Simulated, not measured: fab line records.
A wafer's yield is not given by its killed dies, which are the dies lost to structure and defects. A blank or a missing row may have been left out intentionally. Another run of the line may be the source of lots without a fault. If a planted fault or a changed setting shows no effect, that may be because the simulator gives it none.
Which of the tools did it? -- flow gf180mcu -- 6 lots with 18 wafers sampled at 2 steps, on a route of 602 steps

WHAT THE GAUGES READ, wafer by wafer
GF_MVPSD_OVL_MEAS_07.
lot,measured,on,MVPSD_OVL (nm)
L862,day 5 06:16,overlay-02,0.0 0.3 -1.0
L866,day 6 05:58,overlay-02,1.7 3.6 3.4
L870,day 7 06:58,overlay-01,1.2 1.1 1.1
L872,day 7 18:19,overlay-01,-1.7 -1.2 0.3
L877,day 9 02:22,overlay-01,1.6 -0.2 0.4
L882,day 10 06:29,overlay-01,-1.8 -1.7 0.1

EACH LOT AND THE TOOL THAT RAN IT (in order: tool; ch and the chambers of the sampled wafers; start)
lot,GF_DNWELL_EXPOSE_04
L862,"ilineStepper-02 ch 0, day 2 17:42"
L866,"ilineStepper-01 ch 0, day 3 14:39"
L870,"ilineStepper-01 ch 0, day 4 12:02"
L872,"ilineStepper-02 ch 0, day 4 22:25"
L877,"ilineStepper-01 ch 0, day 6 01:27"
L882,"ilineStepper-01 ch 0, day 7 02:41"
- GF_DNWELL_EXPOSE_04: exposes mask DNWELL, target cd 1700 nm.

THE ANSWER, worked out from the rows above alone
Rule: the usual values come from the lots themselves. Put in order of their means at a reading, lots are off if they are a third of the lots or fewer, leave a main group of 4 or more, and stand apart from it by a gap of 3 or more times the standard deviation of the main group's means; of several such gaps the widest counts. If all means in a main group match to the digits the tables above print for the reading, that group is not used. A lot without any number at a reading at which 4 lots or more have one is off too. Any other lot the step has rows for is counted as sound.
Nothing can be told from this: no lot is off at any reading shown.

WHAT THE SIMULATOR PUT IN
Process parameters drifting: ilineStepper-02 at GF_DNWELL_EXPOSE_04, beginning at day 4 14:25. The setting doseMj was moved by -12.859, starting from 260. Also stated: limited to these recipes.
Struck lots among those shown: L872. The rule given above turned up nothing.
